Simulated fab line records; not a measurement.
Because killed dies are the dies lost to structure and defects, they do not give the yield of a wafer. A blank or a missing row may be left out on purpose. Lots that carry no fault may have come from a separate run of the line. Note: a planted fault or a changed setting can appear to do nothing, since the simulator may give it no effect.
Commonality check across tools || flow sky130 || Sampled: 10 lots, 30 wafers

REASON IT WAS OPENED
3 of 10 lots carry a flag on the reading METAL1_ALCU_RS at SKY_METAL1_RS_MEAS_05. Wafers without a fault read 0.1268 ohm/sq, standard deviation 0.0019.
Rule: a lot gets a flag if all its wafers with a number sit over 4 standard deviations from that mean, or if no wafer of it has a number. All remaining lots are regarded as sound.

{"lot": "L959", "measured": "day 31 23:19", "on": "filmMetro-02", "METAL1_ALCU_RS (ohm/sq), wafer by wafer": "0.1284 0.1279 0.1255", "flag": ""}
{"lot": "L960", "measured": "day 32 06:18", "on": "filmMetro-02", "METAL1_ALCU_RS (ohm/sq), wafer by wafer": "0.1268 0.1298 0.1300", "flag": ""}
{"lot": "L963", "measured": "day 33 16:25", "on": "filmMetro-02", "METAL1_ALCU_RS (ohm/sq), wafer by wafer": "0.1271 0.1252 0.1250", "flag": ""}
{"lot": "L966", "measured": "day 34 03:26", "on": "filmMetro-02", "METAL1_ALCU_RS (ohm/sq), wafer by wafer": "0.1272 0.1293 0.1286", "flag": ""}
{"lot": "L970", "measured": "day 35 18:28", "on": "filmMetro-04", "METAL1_ALCU_RS (ohm/sq), wafer by wafer": "0.2569 0.2567 0.2559", "flag": "FLAGGED"}
{"lot": "L971", "measured": "day 35 23:29", "on": "filmMetro-04", "METAL1_ALCU_RS (ohm/sq), wafer by wafer": "0.2489 0.2471 0.2423", "flag": "FLAGGED"}
{"lot": "L972", "measured": "day 36 06:39", "on": "filmMetro-03", "METAL1_ALCU_RS (ohm/sq), wafer by wafer": "0.1252 0.1249 0.1268", "flag": ""}
{"lot": "L974", "measured": "day 36 14:40", "on": "filmMetro-04", "METAL1_ALCU_RS (ohm/sq), wafer by wafer": "0.2496 0.2471 0.2450", "flag": "FLAGGED"}
{"lot": "L977", "measured": "day 37 19:34", "on": "filmMetro-04", "METAL1_ALCU_RS (ohm/sq), wafer by wafer": "0.1259 0.1262 0.1276", "flag": ""}
{"lot": "L982", "measured": "day 38 18:44", "on": "filmMetro-02", "METAL1_ALCU_RS (ohm/sq), wafer by wafer": "0.1284 0.1268 0.1270", "flag": ""}
On average the flagged lots' numbers are 0.2499 ohm/sq, which is +0.1231 ohm/sq against the usual, or +65 standard deviations.

WHICH TOOL EACH LOT WENT THROUGH
Before the reading, the record contains 2 process steps out of a 708-step route. Every cell lists first the tool, next ch and the chambers used by the sampled wafers, and last the start.
{"lot": "L959", "flag": "", "SKY_CONTACT_STRIP_19": "plasmaAsher-03 ch 0,1, day 31 21:52", "SKY_METAL1_SPUTTER_02": "pvdSputter-03, day 31 23:12"}
{"lot": "L960", "flag": "", "SKY_CONTACT_STRIP_19": "plasmaAsher-01 ch 0,1, day 32 04:54", "SKY_METAL1_SPUTTER_02": "pvdSputter-01, day 32 06:11"}
{"lot": "L963", "flag": "", "SKY_CONTACT_STRIP_19": "plasmaAsher-02 ch 0,1, day 33 14:40", "SKY_METAL1_SPUTTER_02": "pvdSputter-03, day 33 16:19"}
{"lot": "L966", "flag": "", "SKY_CONTACT_STRIP_19": "plasmaAsher-02 ch 0,1, day 34 01:28", "SKY_METAL1_SPUTTER_02": "pvdSputter-01, day 34 03:20"}
{"lot": "L970", "flag": "FLAGGED", "SKY_CONTACT_STRIP_19": "plasmaAsher-01 ch 0,1, day 35 17:05", "SKY_METAL1_SPUTTER_02": "pvdSputter-01, day 35 18:20"}
{"lot": "L971", "flag": "FLAGGED", "SKY_CONTACT_STRIP_19": "plasmaAsher-02 ch 0,1, day 35 22:04", "SKY_METAL1_SPUTTER_02": "pvdSputter-01, day 35 23:24"}
{"lot": "L972", "flag": "", "SKY_CONTACT_STRIP_19": "plasmaAsher-03 ch 0,1, day 36 05:16", "SKY_METAL1_SPUTTER_02": "pvdSputter-02, day 36 06:31"}
{"lot": "L974", "flag": "FLAGGED", "SKY_CONTACT_STRIP_19": "plasmaAsher-02 ch 0,1, day 36 13:16", "SKY_METAL1_SPUTTER_02": "pvdSputter-01, day 36 14:34"}
{"lot": "L977", "flag": "", "SKY_CONTACT_STRIP_19": "plasmaAsher-03 ch 0, day 37 18:09", "SKY_METAL1_SPUTTER_02": "pvdSputter-03, day 37 19:28"}
{"lot": "L982", "flag": "", "SKY_CONTACT_STRIP_19": "plasmaAsher-01 ch 0,1, day 38 17:17", "SKY_METAL1_SPUTTER_02": "pvdSputter-02, day 38 18:39"}
What the steps here do:
- SKY_CONTACT_STRIP_19: strips in O2/N2.
- SKY_METAL1_SPUTTER_02: material AlCu, target thk 250 nm, time 13.3 s.
- SKY_METAL1_RS_MEAS_05: measures by four-point-probe.

FLAGGED OVER TOTAL, TOOL BY TOOL (the gauges that took the reading come last)
{"step": "SKY_CONTACT_STRIP_19", "tool": "plasmaAsher-01", "lots run": 3, "flagged": 1, "share of the flagged lots": "some", "sound lots run after its first flagged lot": "1 (L982)"}
{"step": "SKY_CONTACT_STRIP_19", "tool": "plasmaAsher-02", "lots run": 4, "flagged": 2, "share of the flagged lots": "some", "sound lots run after its first flagged lot": 0}
{"step": "SKY_CONTACT_STRIP_19", "tool": "plasmaAsher-03", "lots run": 3, "flagged": 0, "share of the flagged lots": "none", "sound lots run after its first flagged lot": "-"}
{"step": "SKY_METAL1_SPUTTER_02", "tool": "pvdSputter-01", "lots run": 5, "flagged": 3, "share of the flagged lots": "all", "sound lots run after its first flagged lot": 0}
{"step": "SKY_METAL1_SPUTTER_02", "tool": "pvdSputter-02", "lots run": 2, "flagged": 0, "share of the flagged lots": "none", "sound lots run after its first flagged lot": "-"}
{"step": "SKY_METAL1_SPUTTER_02", "tool": "pvdSputter-03", "lots run": 3, "flagged": 0, "share of the flagged lots": "none", "sound lots run after its first flagged lot": "-"}
{"step": "SKY_METAL1_RS_MEAS_05", "tool": "filmMetro-02", "lots run": 5, "flagged": 0, "share of the flagged lots": "none", "sound lots run after its first flagged lot": "-"}
{"step": "SKY_METAL1_RS_MEAS_05", "tool": "filmMetro-03", "lots run": 1, "flagged": 0, "share of the flagged lots": "none", "sound lots run after its first flagged lot": "-"}
{"step": "SKY_METAL1_RS_MEAS_05", "tool": "filmMetro-04", "lots run": 4, "flagged": 3, "share of the flagged lots": "all", "sound lots run after its first flagged lot": "1 (L977)"}

WHAT THE TABLE ALLOWS
Rows of the table that ran all the flagged lots, 2 in number: pvdSputter-01 at SKY_METAL1_SPUTTER_02; filmMetro-04 at SKY_METAL1_RS_MEAS_05.
- pvdSputter-01 at SKY_METAL1_SPUTTER_02 ran 5 lots, 3 of them flagged. It ran its last sound lot, L966, at day 34 03:20 and its first flagged lot, L970, at day 35 18:20: a fault with its onset between the two fits.
- filmMetro-04 at SKY_METAL1_RS_MEAS_05 ran 4 lots, 3 of them flagged. Sound lots followed the first flagged one (L977) on it, something a lasting fault affecting the whole tool could not allow.
Left over: one tool, pvdSputter-01 at SKY_METAL1_SPUTTER_02.

WHAT THE SIMULATOR PUT IN
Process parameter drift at SKY_METAL1_SPUTTER_02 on pvdSputter-01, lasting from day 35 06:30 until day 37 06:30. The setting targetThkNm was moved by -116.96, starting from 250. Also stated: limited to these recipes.
Lots struck among those shown: L970, L971, L974. Same finding as the rule above.
